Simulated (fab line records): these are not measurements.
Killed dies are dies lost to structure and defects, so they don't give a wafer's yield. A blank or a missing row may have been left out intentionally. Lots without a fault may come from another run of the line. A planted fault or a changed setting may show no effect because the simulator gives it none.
Chamber matching / flow gf180mcu / 4 sister chambers for GF_V3_ETCH_16 on rieDiel-03
The step etches BARC in N2/H2. 20 wafers are shown with their chamber, then 10 later ones without.

## WAFERS PAIRED WITH THEIR CHAMBERS
wafer=L074.1; chamber=3; drypumpMotorCurrentA (A)=5.1; oesProductAu (a.u.)=0.851; throttleValvePct (%)=13.241
wafer=L074.2; chamber=2; drypumpMotorCurrentA (A)=5.9; oesProductAu (a.u.)=0.864; throttleValvePct (%)=13.206
wafer=L074.5; chamber=3; drypumpMotorCurrentA (A)=5.1; oesProductAu (a.u.)=0.855; throttleValvePct (%)=13.219
wafer=L079.2; chamber=1; drypumpMotorCurrentA (A)=6.2; oesProductAu (a.u.)=0.854; throttleValvePct (%)=13.232
wafer=L079.4; chamber=2; drypumpMotorCurrentA (A)=6.0; oesProductAu (a.u.)=0.864; throttleValvePct (%)=13.227
wafer=L079.6; chamber=0; drypumpMotorCurrentA (A)=5.2; oesProductAu (a.u.)=0.854; throttleValvePct (%)=13.229
wafer=L081.1; chamber=1; drypumpMotorCurrentA (A)=6.3; oesProductAu (a.u.)=0.849; throttleValvePct (%)=13.224
wafer=L081.2; chamber=2; drypumpMotorCurrentA (A)=6.0; oesProductAu (a.u.)=0.857; throttleValvePct (%)=13.245
wafer=L081.5; chamber=0; drypumpMotorCurrentA (A)=5.2; oesProductAu (a.u.)=0.850; throttleValvePct (%)=13.238
wafer=L082.1; chamber=3; drypumpMotorCurrentA (A)=5.1; oesProductAu (a.u.)=0.854; throttleValvePct (%)=13.211
wafer=L082.5; chamber=2; drypumpMotorCurrentA (A)=5.9; oesProductAu (a.u.)=0.854; throttleValvePct (%)=13.224
wafer=L082.6; chamber=1; drypumpMotorCurrentA (A)=6.3; oesProductAu (a.u.)=0.853; throttleValvePct (%)=13.228
wafer=L085.4; chamber=3; drypumpMotorCurrentA (A)=5.1; oesProductAu (a.u.)=0.844; throttleValvePct (%)=13.234
wafer=L085.5; chamber=0; drypumpMotorCurrentA (A)=5.2; oesProductAu (a.u.)=0.865; throttleValvePct (%)=13.234
wafer=L085.6; chamber=1; drypumpMotorCurrentA (A)=6.3; oesProductAu (a.u.)=0.858; throttleValvePct (%)=13.222
wafer=L088.2; chamber=0; drypumpMotorCurrentA (A)=5.1; oesProductAu (a.u.)=0.865; throttleValvePct (%)=13.207
wafer=L088.4; chamber=2; drypumpMotorCurrentA (A)=5.9; oesProductAu (a.u.)=0.856; throttleValvePct (%)=13.240
wafer=L088.6; chamber=0; drypumpMotorCurrentA (A)=5.1; oesProductAu (a.u.)=0.856; throttleValvePct (%)=13.232
wafer=L090.1; chamber=0; drypumpMotorCurrentA (A)=5.2; oesProductAu (a.u.)=0.856; throttleValvePct (%)=13.220
wafer=L090.3; chamber=2; drypumpMotorCurrentA (A)=5.9; oesProductAu (a.u.)=0.852; throttleValvePct (%)=13.221

SIGNATURES (averages over the wafers above)
reading=drypumpMotorCurrentA; chamber 0=5.167; chamber 1=6.275; chamber 2=5.933; chamber 3=5.100; scatter within a chamber=0.0462
reading=oesProductAu; chamber 0=0.85767; chamber 1=0.85350; chamber 2=0.85783; chamber 3=0.85100; scatter within a chamber=0.00518
reading=throttleValvePct; chamber 0=13.22667; chamber 1=13.22650; chamber 2=13.22717; chamber 3=13.22625; scatter within a chamber=0.0119
Rule: for each reading, subtract the chamber's mean from the wafer's reading, divide by that reading's scatter and square the result; add these up over the readings and take the root, which gives the wafer's distance from the chamber. If the next closest chamber is less than 2 further off than the closest, the wafer can't be placed; otherwise it belongs to the closest. The scatter is the square root of a quotient: the sum, over the shown wafers, of each reading's squared deviation from its chamber's mean, divided by wafers minus chambers.

## WAFERS WITH NO CHAMBER GIVEN
wafer=L090.6; drypumpMotorCurrentA (A)=6.3; oesProductAu (a.u.)=0.853; throttleValvePct (%)=13.230
wafer=L093.3; drypumpMotorCurrentA (A)=5.2; oesProductAu (a.u.)=0.856; throttleValvePct (%)=13.223
wafer=L093.5; drypumpMotorCurrentA (A)=6.2; oesProductAu (a.u.)=0.858; throttleValvePct (%)=13.226
wafer=L093.6; drypumpMotorCurrentA (A)=5.9; oesProductAu (a.u.)=0.862; throttleValvePct (%)=13.236
wafer=L094.4; drypumpMotorCurrentA (A)=6.3; oesProductAu (a.u.)=0.846; throttleValvePct (%)=13.241
wafer=L094.5; drypumpMotorCurrentA (A)=5.1; oesProductAu (a.u.)=0.850; throttleValvePct (%)=13.221
wafer=L094.6; drypumpMotorCurrentA (A)=6.0; oesProductAu (a.u.)=0.863; throttleValvePct (%)=13.224
wafer=L096.1; drypumpMotorCurrentA (A)=6.0; oesProductAu (a.u.)=0.849; throttleValvePct (%)=13.235
wafer=L096.3; drypumpMotorCurrentA (A)=5.1; oesProductAu (a.u.)=0.846; throttleValvePct (%)=13.221
wafer=L096.6; drypumpMotorCurrentA (A)=5.2; oesProductAu (a.u.)=0.840; throttleValvePct (%)=13.236

## THE CHAMBER EACH PASSED THROUGH
wafer=L090.6; from the rows above=1; in truth=1
wafer=L093.3; from the rows above=can't be placed: 0 or 3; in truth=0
wafer=L093.5; from the rows above=1; in truth=1
wafer=L093.6; from the rows above=2; in truth=2
wafer=L094.4; from the rows above=1; in truth=1
wafer=L094.5; from the rows above=can't be placed: 3 or 0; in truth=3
wafer=L094.6; from the rows above=2; in truth=2
wafer=L096.1; from the rows above=2; in truth=2
wafer=L096.3; from the rows above=can't be placed: 3 or 0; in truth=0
wafer=L096.6; from the rows above=can't be placed: 3 or 0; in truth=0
6 of 10 placed correctly. Not placeable from these rows: 4 (in 4, the candidates include the true chamber). 0 placed wrongly.
